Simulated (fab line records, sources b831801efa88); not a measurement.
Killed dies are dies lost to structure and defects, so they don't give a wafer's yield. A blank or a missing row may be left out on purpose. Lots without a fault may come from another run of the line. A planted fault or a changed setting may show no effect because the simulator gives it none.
Chamber matching | flow gf180mcu | GF_V2_CMP_04 on cmp-01: 4 sister chambers
The step polishes SiO2. 4 wafers are shown with their chamber, then 8 later ones without.

WAFERS WITH THEIR CHAMBER
wafer  | chamber | motor_current_A (A)
L966.4 | 0       | 13.0
L969.2 | 1       | 12.0
L972.2 | 3       | 12.7
L976.2 | 2       | 12.2

WAFERS WITHOUT THEIR CHAMBER
wafer  | motor_current_A (A)
L976.4 | 12.9
L976.5 | 12.1
L978.2 | 12.8
L978.4 | 12.2
L978.6 | 11.4
L988.2 | 11.7
L988.4 | 12.4
L988.5 | 13.1

WHICH CHAMBER EACH WENT THROUGH
wafer  | from the rows above               | in truth
L976.4 | can't be placed: 0 or 3           | 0
L976.5 | can't be placed: 1 or 2 or 3      | 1
L978.2 | can't be placed: 3 or 0 or 2      | 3
L978.4 | can't be placed: 2 or 1 or 3      | 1
L978.6 | can't be placed: 1 or 2           | 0
L988.2 | can't be placed: 1 or 2           | 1
L988.4 | can't be placed: 2 or 3 or 1 or 0 | 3
L988.5 | can't be placed: 0 or 3           | 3
Placed correctly: 0 of 8. Can't be placed from these rows: 8 (the true chamber is among the candidates in 7). Placed wrongly: 0.
How it was worked out, from the rows above alone: a wafer's distance from a chamber is the root of the sum, over the readings, of the square of ((its reading less the chamber's mean) divided by the reading's scatter). The wafer belongs to the nearest chamber; if the next one is less than 2 further off, it can't be placed. A chamber's mean is the mean of its shown wafers. The scatter: with one shown wafer a chamber, the root of the mean of the squares of how far each hidden wafer lies from its nearest shown one.
